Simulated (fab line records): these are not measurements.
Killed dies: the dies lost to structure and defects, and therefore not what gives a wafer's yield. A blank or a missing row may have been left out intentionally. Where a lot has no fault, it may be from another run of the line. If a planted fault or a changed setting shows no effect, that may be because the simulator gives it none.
Which tool did it? ; flow sfq_line ; at 1 step of a route of 325, 13 lots with 39 wafers sampled

== WHAT THE GAUGES READ, wafer by wafer ==
SFQ_M6_RS_MEAS_938: measures by four-point-probe. Usual: M6_NB_RS typically reads 0.893 ohm/sq, with standard deviation 0.011.
lot;measured;on;M6_NB_RS (ohm/sq);flag
L736;day 62 06:46;film_metro-04;0.885 0.879 0.872;
L737;day 62 10:23;film_metro-04;0.889 0.892 0.900;
L738;day 62 14:00;film_metro-04;0.882 0.894 0.891;
L739;day 62 16:23;film_metro-04;0.892 0.881 0.885;
L740;day 68 06:31;film_metro-03;0.894 0.910 0.913;
L741;day 68 08:58;film_metro-01;0.891 0.884 0.886;
L742;day 68 10:07;film_metro-03;0.886 0.873 0.889;
L748;day 69 05:17;film_metro-04;0.896 0.899 0.888;
L753;day 70 03:39;film_metro-01;0.874 0.876 0.887;
L755;day 70 10:14;film_metro-03;0.898 0.896 0.893;
L757;day 70 18:38;film_metro-01;0.915 0.917 0.911;
L758;day 70 20:06;film_metro-01;0.888 0.891 0.891;
L759;day 70 21:02;film_metro-04;0.862 0.882 0.880;

== WHICH TOOL RAN EACH LOT (tool, then ch and the chambers of the sampled wafers, then the start) ==
Before these readings, the record contains no process step.

== WHAT THE TOOLS THEMSELVES READ (means of the sampled wafers that have a number; where no wafer has one, the mark that the record gives instead) ==
The record holds no such reading with a usual standard deviation.

== THE ANSWER, worked out from the rows above alone ==
Rule: a lot counts as off when the mean over its wafers that have a number is more than 3 standard deviations away from the usual mean. A lot without any number at a reading at which 4 lots or more have one is off too. All remaining lots with rows at the step are treated as sound. Order of review: gauges by route order, followed by the tools' own readings, for which a lot's mean as printed above is used. The first step at which some lot is off is used, and at that step the reading that is off furthest; a lot without a number counts as furthest.
Nothing can be told from this: no lot is off at any reading shown.

== WHAT THE SIMULATOR HAD INSERTED ==
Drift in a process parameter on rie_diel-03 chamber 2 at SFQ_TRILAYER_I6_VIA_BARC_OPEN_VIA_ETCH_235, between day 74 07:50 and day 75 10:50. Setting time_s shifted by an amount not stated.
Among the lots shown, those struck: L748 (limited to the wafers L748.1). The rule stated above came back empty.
